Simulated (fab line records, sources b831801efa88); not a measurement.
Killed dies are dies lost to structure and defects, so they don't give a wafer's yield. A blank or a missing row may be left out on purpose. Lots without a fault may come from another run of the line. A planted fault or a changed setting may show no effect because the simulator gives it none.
Which tool did it? | flow gf180mcu | 13 lots, 39 wafers sampled, at 3 steps of a route of 602

WHAT THE GAUGES READ, wafer by wafer
GF_SAB_CD_MEAS_09: target cd 420 nm. Usual: cd_nm 420.0 nm, standard deviation 2.
lot  | measured     | on        | cd_nm (nm)        | flag
L317 | day 15 04:50 | cd_sem-02 | 415.4 417.8 417.7 |
L318 | day 15 15:05 | cd_sem-02 | 422.5 422.5 420.1 |
L319 | day 16 00:02 | cd_sem-02 | 420.7 420.1 420.8 |
L321 | day 16 11:38 | cd_sem-02 | 416.8 419.1 416.9 |
L322 | day 16 20:47 | cd_sem-01 | 420.6 422.2 421.6 |
L328 | day 19 01:50 | cd_sem-02 | 418.1 420.6 419.0 |
L331 | day 20 05:15 | cd_sem-02 | 422.9 420.6 422.6 |
L332 | day 20 14:13 | cd_sem-02 | 421.4 421.1 419.0 |
L334 | day 21 06:39 | cd_sem-01 | 421.7 421.1 422.7 |
L335 | day 21 14:49 | cd_sem-02 | 418.9 417.8 417.5 |
L336 | day 22 01:29 | cd_sem-02 | 421.6 422.7 419.5 |
L338 | day 22 18:35 | cd_sem-01 | 420.1 421.8 421.4 |
L340 | day 23 06:22 | cd_sem-01 | 418.7 419.0 419.6 |

GF_CONTACT_OVL_MEAS_15. Usual: CONTACT_OVL 1 nm, standard deviation 4.6.
lot  | measured     | on         | CONTACT_OVL (nm) | flag
L317 | day 16 04:07 | overlay-02 | -2 -1 -3         |
L318 | day 16 15:10 | overlay-02 | -3 -7 0          |
L319 | day 17 00:45 | overlay-01 | 1 3 -2           |
L321 | day 17 11:49 | overlay-01 | 4 8 8            |
L322 | day 17 21:00 | overlay-02 | -3 -7 -2         |
L328 | day 20 03:55 | overlay-01 | 10 7 9           |
L331 | day 21 06:49 | overlay-01 | 4 0 0            |
L332 | day 21 16:34 | overlay-02 | 1 3 1            |
L334 | day 22 07:52 | overlay-02 | -1 0 0           |
L335 | day 22 15:07 | overlay-02 | 1 -8 2           |
L336 | day 23 01:16 | overlay-02 | 0 7 2            |
L338 | day 23 18:47 | overlay-02 | -3 -3 -3         |
L340 | day 24 06:16 | overlay-01 | 1 -1 -5          |

WHICH TOOL RAN EACH LOT (tool, then ch and the chambers of the sampled wafers, then the start)
lot  | GF_POLY_GATE_ETCH_13
L317 | rie_si-02 ch 0,1, day 9 06:51
L318 | rie_si-02 ch 0,2,3, day 9 12:12
L319 | rie_si-01 ch 0,1,3, day 9 22:16
L321 | rie_si-01 ch 1,2,3, day 10 07:23
L322 | rie_si-02 ch 0,1, day 10 15:51
L328 | rie_si-02 ch 1,3, day 12 11:12
L331 | rie_si-02 ch 0,1,2, day 13 11:36
L332 | rie_si-01 ch 0,2, day 13 15:40
L334 | rie_si-01 ch 1,2,3, day 14 08:08
L335 | rie_si-01 ch 0,2,3, day 14 13:21
L336 | rie_si-01 ch 0,2,3, day 14 20:57
L338 | rie_si-01 ch 0,2,3, day 15 15:37
L340 | rie_si-01 ch 0,2,3, day 16 05:18
- GF_POLY_GATE_ETCH_13: etches poly-Si in HBr/Cl2, stops on SiO2, target depth 198.5 nm, time 69.6 s.

WHAT THE TOOLS THEMSELVES READ (means of the sampled wafers that have a number; where no wafer has one, the mark that the record gives instead)
GF_POLY_GATE_ETCH_13. Usual: drypump_motor_current_A 5.82 A, standard deviation 0.22; mfc_cl2_sccm 49.99 sccm, standard deviation 0.14; oes_product_au 0.989 a.u., standard deviation 0.0073; rf_fwd_power_W 396.8 W, standard deviation 1.8; throttle_valve_pct 33.685 %, standard deviation 0.0089.
lot  | tool      | drypump_motor_current_A (A) | mfc_cl2_sccm (sccm) | oes_product_au (a.u.) | rf_fwd_power_W (W) | throttle_valve_pct (%) | flag
L317 | rie_si-02 | 5.50                        | 49.99               | 0.993                 | 396.9              | 33.680                 |
L318 | rie_si-02 | 5.84                        | 50.08               | 0.980                 | 397.9              | 33.688                 |
L319 | rie_si-01 | 5.85                        | 49.99               | 0.990                 | 397.3              | 33.690                 |
L321 | rie_si-01 | 5.94                        | 49.89               | 0.988                 | 397.9              | 33.687                 |
L322 | rie_si-02 | 5.51                        | 49.91               | 0.987                 | 396.7              | 33.684                 |
L328 | rie_si-02 | 5.45                        | 49.90               | 0.987                 | 461.4              | 33.682                 | OFF
L331 | rie_si-02 | 5.73                        | 50.05               | 0.995                 | 460.0              | 33.680                 | OFF
L332 | rie_si-01 | 5.93                        | 50.04               | 1.005                 | 395.3              | 33.687                 |
L334 | rie_si-01 | 5.94                        | 49.91               | 0.994                 | 397.8              | 33.681                 |
L335 | rie_si-01 | 5.94                        | 49.97               | 0.993                 | 395.8              | 33.680                 |
L336 | rie_si-01 | 5.96                        | 50.11               | 0.992                 | 396.4              | 33.683                 |
L338 | rie_si-01 | 5.97                        | 50.07               | 0.992                 | 395.6              | 33.696                 |
L340 | rie_si-01 | 5.96                        | 50.09               | 0.983                 | 398.1              | 33.690                 |

THE ANSWER, worked out from the rows above alone
Rule: a lot is off if the mean of its wafers that have a number lies more than 3 standard deviations from the usual mean. A lot without any number at a reading at which 4 lots or more have one is off too. The other lots that the step has rows for count as sound. The gauges are gone through in route order, then the tools' own readings, and for those a lot's mean is taken as printed above. The first step at which some lot is off is used, and at that step the reading that is off furthest; a lot without a number counts as furthest.
Off: L328, L331, at GF_POLY_GATE_ETCH_13 (rf_fwd_power_W).
A tool fits if, at that step or a process step before it, it ran every lot that is off, and no sound lot after the first of them. One fits: rie_si-02 at GF_POLY_GATE_ETCH_13. Its last sound lot is L322 (day 10 15:51), its first lot that is off L328 (day 12 11:12): a fault that began between those two fits.
The tool's own readings at GF_POLY_GATE_ETCH_13 bear it out: on the lots that are off they differ by more than 5 times the standard deviation of the sound lots' means. rf_fwd_power_W reads 460.7 W there against 396.9 W on the sound lots.

WHAT THE SIMULATOR HAD PUT IN
Process parameter drift: rie_si-02, from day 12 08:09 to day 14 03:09, at GF_POLY_GATE_ETCH_13. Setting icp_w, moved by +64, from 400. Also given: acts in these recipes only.
Lots struck among those shown: L328, L331. The rule above found the same.
